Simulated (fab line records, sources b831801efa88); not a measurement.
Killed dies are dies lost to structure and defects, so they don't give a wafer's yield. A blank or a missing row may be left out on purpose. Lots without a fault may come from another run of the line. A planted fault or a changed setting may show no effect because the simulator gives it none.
A struck lot beside a sound one | flow sky130 | 14 steps out of a route of 708
Sound: wafers L822.2, L822.3, L822.4. Struck: wafers L827.3, L827.5, L827.6. The cause comes at the end.
At each step with rows: each side's tool, then ch and its chambers, then its first start. Under that, the readings that differ: sound wafers | struck wafers | difference of the means | sigmas: that difference in standard deviations of wafers without a fault.
alike: readings whose means differ by less than 2 such deviations, and words and numbers that are the same on both sides. not compared: withheld readings, readings that some wafer has no value for, bounds like >300 that may hide the same value, and numbers for which the record gives no deviation and whose values overlap.
The two part at a step that has a row with sigmas, a row that says differs or no value, or rows on one side only. Numbers that don't overlap but have no deviation are shown without sigmas and don't part them. A reading that every wafer of one side lacks parts them only if that side has two wafers or more.

first, 4 steps without rows for these wafers: SKY_LDD_N_IMPLANT_12; SKY_LDD_N_IMPLANT_13; SKY_LDD_N_IMPLANT_14; SKY_LDD_N_IMPLANT_15.
SKY_LDD_N_STRIP_16: strips in O2/N2.
  sound on plasma_asher-03 ch 0,1, day 19 00:17; struck on plasma_asher-01 ch 0,1, day 21 14:43
  alike: drypump_motor_current_A, n2_flow_sccm, oes_product_au, strip_time_to_endpoint_s
  not compared: rf_hours_counter_h
SKY_LDD_N_TW_MEAS_17:
  sound on film_metro-02, day 19 00:23; struck on film_metro-02, day 21 14:47
  alike: LDD_N_TW
then, 6 steps without rows for these wafers: SKY_LDD_P_DEHYDRATE_00 (time 60 s); SKY_LDD_P_HMDS_01 (prime time 60 s); SKY_LDD_P_COAT_02 (resist thk 1119 nm); SKY_LDD_P_SOFTBAKE_03 (time 60 s); SKY_LDD_P_EXPOSE_04 (exposes mask PSDM, target cd 380 nm); SKY_LDD_P_PEB_05.
SKY_LDD_P_DEVELOP_06: develop time 60 s.
  sound on litho_track-02 ch 0, day 20 06:55; struck on litho_track-02, day 22 21:05
  no value came back on the struck wafers for chill_plate_temp_C (C), develop_time_s (s); on the sound wafers chill_plate_temp_C (C) reads 22.90 23.14 22.93
SKY_LDD_P_CD_MEAS_07: target cd 380 nm.
  sound on cd_sem-01, day 20 07:04; struck on cd_sem-01, day 22 21:14
  reading    | sound             | struck | difference                    | sigmas
  cd_nm (nm) | 375.6 375.7 378.0 | - - -  | no value on the struck wafers |

WHERE THEY PART
First at SKY_LDD_P_DEVELOP_06; last, within this record, at SKY_LDD_P_CD_MEAS_07.

WHY: what the simulator had put in
Skipped step whole: litho_track-02, from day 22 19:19 on, at SKY_LDD_P_DEVELOP_06. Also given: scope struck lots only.
